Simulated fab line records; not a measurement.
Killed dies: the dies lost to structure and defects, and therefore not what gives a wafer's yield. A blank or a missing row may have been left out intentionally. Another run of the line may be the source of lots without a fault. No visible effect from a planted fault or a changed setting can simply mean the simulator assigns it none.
Comparing a struck lot with a sound one	flow sky130	43 out of 708 route steps
Sound: the wafers L614.1, L614.4, L614.5. Struck: wafers L617.3, L617.6 (left out: L617.4, a lot-mate that was not struck); the cause follows at the end.
Per side, at each step with rows, come the tool, then ch with its chambers, and then its first start. Under that, the readings that differ: sound wafers	struck wafers	difference of the means	sigmas: that difference in standard deviations of wafers without a fault.
alike: same words and numbers on both sides, and readings whose means sit less than 2 such deviations apart. not compared: any withheld reading, any reading some wafer has no value for, any bound like >300 that may hide the same value, and any number with overlapping values for which the record gives no deviation.
Wherever a step has rows on one side only, a row that says differs or no value, or a row with sigmas, the two part there. When numbers do not overlap yet have no deviation, they are printed without sigmas and do not part them. Lack of a reading on every wafer of one side parts them only where that side has two or more wafers.

first, 1 step without rows for these wafers: SKY_VT_ADJUST_HVTR_IMPLANT_09.
SKY_VT_ADJUST_HVTR_STRIP_10: strips in O2/N2.
  sound on plasma asher-01 ch 0,1, day 11 21:11; struck on plasma asher-03 ch 0, day 12 20:35
reading	sound	struck	difference	sigmas
drypump motor current A (A)	4.8 5.7 4.8	6.3 6.3	+1.2	+2
  alike: chamber pressure mTorr, oes product au, strip time to endpoint s
  not compared: rf hours counter h
SKY_VT_ADJUST_HVTR_TW_MEAS_11:
  sound: film metro-04 at day 11 21:17; struck: film metro-03 at day 12 20:41
  alike: VT_ADJUST_HVTR_TW
then, 7 steps without rows for these wafers: SKY_VT_ADJUST_PCH_DEHYDRATE_00 (time 60 s); SKY_VT_ADJUST_PCH_HMDS_01 (prime time 60 s); SKY_VT_ADJUST_PCH_COAT_02 (resist thk 3000 nm); SKY_VT_ADJUST_PCH_SOFTBAKE_03; SKY_VT_ADJUST_PCH_EXPOSE_04 (exposes mask NWM, target cd 840 nm); SKY_VT_ADJUST_PCH_PEB_05; SKY_VT_ADJUST_PCH_DEVELOP_06 (develop time 60 s).
SKY_VT_ADJUST_PCH_OVL_MEAS_07:
  sound: overlay-02 at day 12 22:32; struck: overlay-02 at day 13 22:06
  alike: VT_ADJUST_PCH_OVL
next, for these wafers, 1 step has no rows: SKY_VT_ADJUST_PCH_IMPLANT_08.
SKY_VT_ADJUST_PCH_STRIP_09: strips in O2/N2.
  sound on plasma asher-02 ch 0,1, day 12 22:43; struck on plasma asher-04 ch 1, day 13 22:18
  alike: chamber pressure mTorr, drypump motor current A, oes product au, strip time to endpoint s
  not compared: rf hours counter h
SKY_VT_ADJUST_PCH_TW_MEAS_10:
  sound: film metro-01 at day 12 22:49; struck: film metro-02 at day 13 22:23
  alike: VT_ADJUST_PCH_TW
then, 7 steps without rows for these wafers: SKY_SONOS_TUNNEL_DEHYDRATE_00 (time 60 s); SKY_SONOS_TUNNEL_HMDS_01 (prime time 60 s); SKY_SONOS_TUNNEL_COAT_02 (resist thk 1140 nm); SKY_SONOS_TUNNEL_SOFTBAKE_03 (time 60 s); SKY_SONOS_TUNNEL_EXPOSE_04 (exposes mask TUNM, target cd 410 nm); SKY_SONOS_TUNNEL_PEB_05; SKY_SONOS_TUNNEL_DEVELOP_06 (develop time 60 s).
SKY_SONOS_TUNNEL_CD_MEAS_07: target cd 410 nm.
  sound: cd sem-01 at day 14 00:40; struck: cd sem-02 at day 15 01:35
reading	sound	struck	difference	sigmas
cd nm (nm)	407.6 406.2 408.2	412.2 411.3	+4.4	+2
SKY_SONOS_TUNNEL_OVL_MEAS_08:
  sound: overlay-01 at day 14 00:47; struck: overlay-02 at day 15 01:40
  alike: SONOS_TUNNEL_OVL
then, 3 steps without rows for these wafers: SKY_SONOS_TUNNEL_IMPLANT_09; SKY_SONOS_TUNNEL_WET_ETCH_10 (etches SiO2 in dHF, target depth 14 nm, time 280 s); SKY_SONOS_TUNNEL_STRIP_11 (strips in SPM, time 600 s).
SKY_SONOS_TUNNEL_TW_MEAS_12:
  sound: film metro-03 at day 14 01:16; struck: film metro-03 at day 15 02:07
  alike: SONOS_TUNNEL_TW
then, 2 steps without rows for these wafers: SKY_SONOS_TUNNEL_CLEAN_13 (cleans in dHF, time 20 s); SKY_SONOS_ONO_OXIDATION_00 (stabilise 600 s, purge 300 s, target thk 2.6 nm).
SKY_SONOS_ONO_THK_MEAS_01:
  sound: film metro-01 at day 14 03:31; struck: film metro-03 at day 15 04:53
  alike: SONOS_ONO_OXIDATION_THK
then, 1 step without rows for these wafers: SKY_SONOS_ONO_CVD_02 (deposits Si3N4 from DCS/NH3, target thk 10.5 nm, time 180 s).
SKY_SONOS_ONO_THK_MEAS_03:
  sound: film metro-02 at day 14 06:05; struck: film metro-03 at day 15 05:59
  alike: SONOS_ONO_CVD_02_THK
then, 1 step without rows for these wafers: SKY_SONOS_ONO_CVD_04 (deposits SiO2 from SiH4/N2O, target thk 5.7199 nm).
SKY_SONOS_ONO_THK_MEAS_05:
  sound: film metro-02 at day 14 07:23; struck: film metro-01 at day 15 07:18
  alike: SONOS_ONO_CVD_04_THK
then, 7 steps without rows for these wafers: SKY_SONOS_ONO_DEHYDRATE_06 (time 60 s); SKY_SONOS_ONO_HMDS_07 (prime time 60 s); SKY_SONOS_ONO_COAT_08 (resist thk 1140 nm); SKY_SONOS_ONO_SOFTBAKE_09 (time 60 s); SKY_SONOS_ONO_EXPOSE_10 (exposes mask ONOM, target cd 410 nm); SKY_SONOS_ONO_PEB_11; SKY_SONOS_ONO_DEVELOP_12 (develop time 60 s).
SKY_SONOS_ONO_CD_MEAS_13: target cd 410 nm.
  sound: cd sem-01 at day 15 09:32; struck: cd sem-02 at day 16 11:04
  alike: cd nm
-- the record jumps here: 33 days lie between the struck wafers' starts before and after (it left off in module SONOS_ONO and takes up again in module PAD_OPEN, whose first step shown is number 708 of the route) --
SKY_PAD_OPEN_PROBE_99:
  only the struck wafers here have rows in the record (prober-02, day 49 00:43); the sound ones have none

WHERE THEY PART
Earliest at SKY_VT_ADJUST_HVTR_STRIP_10; latest, in this record, at SKY_PAD_OPEN_PROBE_99.

WHY: whatever the simulator had introduced
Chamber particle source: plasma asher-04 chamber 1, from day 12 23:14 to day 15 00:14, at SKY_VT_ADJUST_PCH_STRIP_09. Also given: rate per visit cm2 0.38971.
